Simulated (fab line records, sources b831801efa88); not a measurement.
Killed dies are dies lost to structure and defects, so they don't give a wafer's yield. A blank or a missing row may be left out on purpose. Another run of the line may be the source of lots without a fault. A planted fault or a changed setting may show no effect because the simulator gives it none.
The tool behind it: which one? -- flow sky130 -- Sampling: 14 lots, 40 wafers, 5 of 708 route steps

## WHAT THE GAUGES SHOWED, per wafer
SKY_VT_ADJUST_HVTP_OVL_MEAS_08. Usual: VT_ADJUST_HVTP_OVL 0.9 nm, standard deviation 1.5.
lot,measured,on,VT_ADJUST_HVTP_OVL (nm),flag
L980,day 7 02:59,overlay-02,1.6 1.7 0.3,
L982,day 7 11:20,overlay-02,-0.3 0.1 1.1,
L981,day 7 11:58,overlay-01,-0.4 -1.3 -0.5,
L984,day 7 20:20,overlay-01,1.9 3.7 0.6,
L985,day 7 20:59,overlay-01,-1.4 -1.5 -1.3,
L986,day 8 11:37,overlay-01,-1.4 -0.6,
L987,day 8 13:23,overlay-02,0.7 0.7,
L996,day 10 18:35,overlay-02,-0.7 0.2 -0.3,
L997,day 10 22:49,overlay-02,2.5 2.3 1.9,
L998,day 11 05:32,overlay-02,1.7 0.4 1.7,
L999,day 11 06:43,overlay-01,2.8 2.3 3.0,
L100,day 11 18:08,overlay-01,-0.3 -1.6 -1.2,
L101,day 11 19:41,overlay-02,1.7 0.9 3.2,
L102,day 12 01:53,overlay-01,0.2 0.0 0.1,

SKY_SONOS_ONO_OVL_MEAS_14. Usual: SONOS_ONO_OVL 0.1 nm, standard deviation 1.3.
lot,measured,on,SONOS_ONO_OVL (nm),flag
L980,day 14 03:54,overlay-02,1.0 2.6 2.7,
L982,day 14 06:50,overlay-02,0.2 0.5 0.4,
L981,day 14 11:26,overlay-02,1.4 0.0 1.0,
L984,day 15 01:29,overlay-02,-0.1 -0.5 -0.7,
L985,day 15 02:38,overlay-01,0.1 0.5 -0.3,
L986,day 15 14:47,overlay-02,-1.0 -0.3,
L987,day 15 21:20,overlay-02,-0.7 -0.9,
L996,day 18 17:23,overlay-01,1.2 0.5 1.1,
L997,day 19 01:14,overlay-01,-0.3 -0.3 -1.5,
L998,day 19 11:47,overlay-02,-0.5 -0.1 0.4,
L999,day 19 11:41,overlay-01,1.3 0.7 1.2,
L100,day 20 02:20,overlay-02,2.7 2.8 2.8,
L101,day 20 02:20,overlay-01,0.8 -0.2 -2.2,
L102,day 20 07:23,overlay-01,-0.9 -0.7 -0.3,

SKY_VIA1_THK_MEAS_01. Usual: VIA1_HDPCVD_THK 1031 nm, standard deviation 11.
lot,measured,on,VIA1_HDPCVD_THK (nm),flag
L980,day 34 10:43,film-metro-01,1029 1021 1027,
L982,day 34 11:55,film-metro-01,1042 1023 1040,
L981,day 34 14:20,film-metro-01,1056 1045 1056,
L984,day 34 22:56,film-metro-02,1032 1034 1029,
L985,day 35 03:17,film-metro-01,1034 1034 1028,
L986,day 35 13:19,film-metro-03,638 1035,OFF
L987,day 36 00:34,film-metro-02,629 1009,OFF
L996,day 38 09:43,film-metro-01,1040 1014 1033,
L997,day 38 17:04,film-metro-02,1037 1032 1043,
L998,day 39 01:17,film-metro-03,1038 1049 1034,
L999,day 39 02:12,film-metro-02,1033 1023 1031,
L100,day 39 17:11,film-metro-03,1012 1026 1028,
L101,day 39 10:38,film-metro-01,1036 1021 1045,
L102,day 39 17:46,film-metro-02,1020 1012 1029,

SKY_VIA1_THK_MEAS_23: measures by xrf. Usual: VIA1_W_THK 268 nm, standard deviation 3.5.
lot,measured,on,VIA1_W_THK (nm),flag
L980,day 35 15:13,film-metro-01,272 270 273,
L982,day 35 15:52,film-metro-03,269 267 272,
L981,day 35 18:16,film-metro-01,265 266 263,
L984,day 36 02:55,film-metro-01,270 262 268,
L985,day 36 06:48,film-metro-01,272 275 271,
L986,day 36 16:42,film-metro-02,262 264,
L987,day 37 03:53,film-metro-03,265 271,
L996,day 39 12:54,film-metro-02,270 267 266,
L997,day 39 19:37,film-metro-03,268 267 275,
L998,day 40 03:47,film-metro-01,272 271 272,
L999,day 40 04:40,film-metro-02,270 269 268,
L100,day 40 18:31,film-metro-01,272 270 268,
L101,day 40 13:04,film-metro-01,265 266 265,
L102,day 40 18:53,film-metro-02,260 260 267,

## WHICH TOOL RAN EACH LOT (tool, then ch and the chambers of the sampled wafers, then the start)
lot,SKY_VIA1_HDPCVD_00
L980,"hdpcvd-01 ch 0,2, day 34 10:36"
L982,"hdpcvd-01 ch 0,1,2, day 34 11:48"
L981,"hdpcvd-02 ch 0,1, day 34 14:13"
L984,"hdpcvd-02 ch 0,2, day 34 22:50"
L985,"hdpcvd-02 ch 0,1,2, day 35 03:11"
L986,"hdpcvd-02 ch 2, day 35 13:12"
L987,"hdpcvd-02 ch 0,2, day 36 00:23"
L996,"hdpcvd-02 ch 1,2, day 38 09:36"
L997,"hdpcvd-01 ch 0,2, day 38 16:57"
L998,"hdpcvd-02 ch 0,1, day 39 01:10"
L999,"hdpcvd-02 ch 0,2, day 39 02:05"
L100,"hdpcvd-01 ch 0,1,2, day 39 17:05"
L101,"hdpcvd-01 ch 0,1,2, day 39 10:34"
L102,"hdpcvd-02 ch 0,2, day 39 17:39"
- SKY_VIA1_HDPCVD_00: deposits SiO2, target thk 1030 nm, time 171.7 s.

## AS READ BY THE TOOLS THEMSELVES (means over the sampled wafers that have a number; for cases with no such wafer, the mark the record gives instead)
The record holds no such reading with a usual standard deviation.

## THE ANSWER, worked out from the rows above alone
Rule: a lot counts as off when the mean over its wafers that have a number is more than 3 standard deviations away from the usual mean. A lot without any number at a reading at which 4 lots or more have one is off too. All remaining lots with rows at the step are treated as sound. First the gauges in route order, then the tools' own readings, where a lot's mean is used as printed above. The first step at which some lot is off is used, and at that step the reading that is off furthest; a lot without a number counts as furthest.
Off: L986, L987, seen at SKY_VIA1_THK_MEAS_01 (VIA1_HDPCVD_THK).
A tool fits if, at a process step before that reading, it ran every lot that is off, and no sound lot after the first of them. Gauges at SKY_VIA1_THK_MEAS_01: tried the same way as those tools. Of those tried, none fits.

## WHAT THE SIMULATOR HAD INSERTED
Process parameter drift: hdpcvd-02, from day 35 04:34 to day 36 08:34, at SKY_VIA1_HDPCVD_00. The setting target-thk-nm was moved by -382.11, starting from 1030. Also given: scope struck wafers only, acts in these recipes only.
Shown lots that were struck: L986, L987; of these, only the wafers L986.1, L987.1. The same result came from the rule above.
